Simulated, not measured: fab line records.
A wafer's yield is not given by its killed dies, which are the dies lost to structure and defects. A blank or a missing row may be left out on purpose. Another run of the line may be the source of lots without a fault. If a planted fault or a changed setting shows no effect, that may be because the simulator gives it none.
8D (eight disciplines) problem report, filled in by code || flow sfq line || the parts of the form that need people (team, actions taken, sign-off) are left out

== 1. THE PROBLEM ==
At SFQ_TRILAYER_L0_VIA_ETCH_VIA_ETCH_016, oes product au averages 0.802 a.u. over 2 wafers from 2 lots, while fault-free wafers read 0.844 a.u., standard deviation 0.0073. That is -5.7 standard deviations from the usual mean.
The step: etches SiO2 in CHF3, stops on MoNx KI, target depth 80 nm.
First observed at day 10 15:26: wafer L716.5, on rie diel-03. The record holds 42 wafers of 14 lots with a number at this step. By rule, "out" or "out of limits" means more than 4 standard deviations away from the usual mean. The rest of the wafers with a number are treated as sound.

== 2. WHAT IT IS; WHAT IT IS NOT ==
{"question": "which readings at this step", "is": "oes product au", "is not": "drypump motor current A"}
{"question": "which lots", "is": "L716, L717", "is not": "L704, L705, L706, L707, L708, L711, L713, L719, L721, L722, L723, L727"}
{"question": "which wafers of those lots", "is": "L716.5, L717.4", "is not": "L716.3, L716.6, L717.2, L717.3"}
{"question": "read on which tools", "is": "rie diel-02, rie diel-03", "is not": "rie diel-04"}
{"question": "when", "is": "from day 10 15:26", "is not": "up to then (23 sound wafers); but 17 sound wafers of L717, L719, L721, L722, L723, L727 came after"}

== 3. THE SUSPECTS, EACH WITH WHAT RULES IT OUT ==
Counting: if a tool at a process step up to the reading ran every lot that is out, it stays a suspect. Sound lots after the first of them don't rule it out here, since some wafers of a struck lot are sound.
- pecvd-03 at SFQ_TRILAYER_L0_CAP_PECVD_011 (deposits SiO2 from SiH4/N2O, time 13.333 s, target thk 60 nm): kept. Every lot that is out went through it, the first being L716 (day 7 04:25); the last sound lot it ran before that was L713 (day 6 09:22).
Left after counting: pecvd-03 at SFQ_TRILAYER_L0_CAP_PECVD_011.

== 4. THE CAUSE (what the simulator had put in) ==
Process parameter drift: pecvd-03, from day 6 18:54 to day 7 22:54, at SFQ_TRILAYER_L0_CAP_PECVD_011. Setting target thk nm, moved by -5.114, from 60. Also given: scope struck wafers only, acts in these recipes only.
Counting left only this tool.

== 5. THE CHAIN OF EFFECTS, in route order ==
Each row: a reading whose mean over the struck wafers that have a number lies more than 3 standard deviations from the usual. Readings are gone through only where the record gives a usual standard deviation; hours: the median, over the lots, of the time from a lot's start at the first step in this table giving one to that lot's start at this step; sigmas: the change measured in usual standard deviations.
{"hours": 0, "step": "SFQ_TRILAYER_L0_VIA_ETCH_VIA_ETCH_016", "reading": "oes product au", "usual": "0.844 a.u.", "on struck wafers": 0.802, "change": -0.041, "sigmas": -5.7}
The process steps in it:
- SFQ_TRILAYER_L0_VIA_ETCH_VIA_ETCH_016: etches SiO2 in CHF3, stops on MoNx KI, target depth 80 nm.
Later measuring or inspecting steps at which every struck wafer that the step has a row for has a number for every such reading, and none has moved that far: SFQ_M4_OVL_MEAS_926, SFQ_M6_RS_MEAS_938.

== 6. WHAT WOULD HAVE CAUGHT IT SOONER ==
First out-of-limits reading in this record: day 10 15:26, which is 93 hours after fault onset at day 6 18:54.
No tool reading at SFQ_TRILAYER_L0_CAP_PECVD_011 that has a usual standard deviation in the record was out on any struck wafer, so an alarm limit of 4 standard deviations on those readings would not have fired.
By day 10 15:26, every lot that is out (2) had started SFQ_TRILAYER_L0_CAP_PECVD_011 on pecvd-03. None of them would have been spared by holding the tool at that moment.
